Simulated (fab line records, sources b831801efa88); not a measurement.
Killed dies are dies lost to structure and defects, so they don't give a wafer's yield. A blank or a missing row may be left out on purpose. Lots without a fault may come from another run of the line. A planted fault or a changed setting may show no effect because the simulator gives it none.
A struck lot beside a sound one | flow sky130 | 15 steps out of a route of 708
Sound: wafers L854.2, L854.4, L854.6. Struck: wafers L866.3, L866.4, L866.6. The cause comes at the end.
At each step with rows: each side's tool, then ch and its chambers, then its first start. Under that, the readings that differ: sound wafers | struck wafers | difference of the means | sigmas: that difference in standard deviations of wafers without a fault.
alike: readings whose means differ by less than 2 such deviations, and words and numbers that are the same on both sides. not compared: withheld readings, readings that some wafer has no value for, bounds like >300 that may hide the same value, and numbers for which the record gives no deviation and whose values overlap.
The two part at a step that has a row with sigmas, a row that says differs or no value, or rows on one side only. Numbers that don't overlap but have no deviation are shown without sigmas and don't part them. A reading that every wafer of one side lacks parts them only if that side has two wafers or more.

first, 6 steps without rows for these wafers: SKY_GATE_OXIDE_HMDS_04 (prime time 60 s); SKY_GATE_OXIDE_COAT_05 (resist thk 1140 nm); SKY_GATE_OXIDE_SOFTBAKE_06 (time 60 s); SKY_GATE_OXIDE_EXPOSE_07 (exposes mask LVOM, target cd 600 nm); SKY_GATE_OXIDE_PEB_08; SKY_GATE_OXIDE_DEVELOP_09 (develop time 60 s).
SKY_GATE_OXIDE_OVL_MEAS_10:
  sound on overlay-01, day 15 01:07; struck on overlay-02, day 20 05:39
  alike: GATE_OXIDE_OVL
then, 2 steps without rows for these wafers: SKY_GATE_OXIDE_IMPLANT_11; SKY_GATE_OXIDE_WET_ETCH_12 (etches SiO2 in dHF, target depth 16.8 nm, time 336 s).
SKY_GATE_OXIDE_STRIP_13: strips in O2/N2.
  sound on plasma_asher-01 ch 0, day 15 01:24; struck on plasma_asher-01 ch 0,1, day 20 05:58
  alike: drypump_motor_current_A, oes_product_au, strip_time_to_endpoint_s
  not compared: rf_hours_counter_h
SKY_GATE_OXIDE_TW_MEAS_14:
  sound on film_metro-01, day 15 01:31; struck on film_metro-04, day 20 06:02
  reading       | sound             | struck            | difference | sigmas
  GATE_OXIDE_TW | 226.1 226.8 225.3 | 220.7 220.1 220.5 | -5.6       | -3
then, 1 step without rows for these wafers: SKY_GATE_OXIDE_CLEAN_15 (cleans in SC1/SC2, time 150 s).
SKY_GATE_OXIDE_OXIDATION_16: stabilise 600 s, purge 300 s, target thk 3.57 nm.
  sound on furnace-02 ch 0, day 15 04:12; struck on furnace-02 ch 0, day 20 09:11
  alike: spike_tc_bottom_C, spike_tc_lower_C, zone_power_lower_pct
then, 1 step without rows for these wafers: SKY_POLY_GATE_CVD_00 (deposits poly-Si, target thk 180 nm, time 720 s).
-- the record jumps here: 29 days lie between the struck wafers' starts before and after (it left off in module POLY_GATE and takes up again in module PAD_OPEN, whose first step shown is number 708 of the route) --
SKY_PAD_OPEN_PROBE_99:
  sound on prober-01, day 46 17:23; struck on prober-01, day 49 19:59
  reading                                | sound                         | struck                       | difference | sigmas
  model.etest.pfet_01v8.r_on_ohm_um      | 2788 2808 2839                | 3568 3425 3762               | +773       |
  model.etest.nfet_16v.r_on_ohm_um       | 1.399e+04 1.409e+04 1.409e+04 | 1.466e+04 1.455e+04 1.48e+04 | +6.133e+02 |
  model.etest.nfet_01v8.r_on_ohm_um      | 829.6 825.1 824.4             | 1248 1122 1285               | +392       |
  model.etest.tip_sonos.rs_ohm_sq        | 2559 2590 2596                | 3020 2854 3059               | +396       |
  model.etest.pfet_g5v0d10v5.r_on_ohm_um | 4661 4750 4779                | 4948 4937 5106               | +267       |
  model.etest.tip_p.rs_ohm_sq            | 6833 6921 6854                | 7133 7014 7147               | +229       |
  model.etest.nfet_01v8_lvt.drive_ua_um  | 570.5 574.7 585.4             | 354 400.6 345.5              | -210       |
  alike: killed_at_M0_to_M3, killed_at_M4_up, killed_at_contacts, killed_at_front_end, killed_at_other, killed_dies, killed_open, killed_short
  not compared: model.etest.pfet_16v.r_on_ohm_um

WHERE THEY PART
Only at SKY_GATE_OXIDE_TW_MEAS_14, within this record. Later steps at which nothing parts them and some readings are alike: SKY_GATE_OXIDE_OXIDATION_16, SKY_PAD_OPEN_PROBE_99.

WHY: what the simulator had put in
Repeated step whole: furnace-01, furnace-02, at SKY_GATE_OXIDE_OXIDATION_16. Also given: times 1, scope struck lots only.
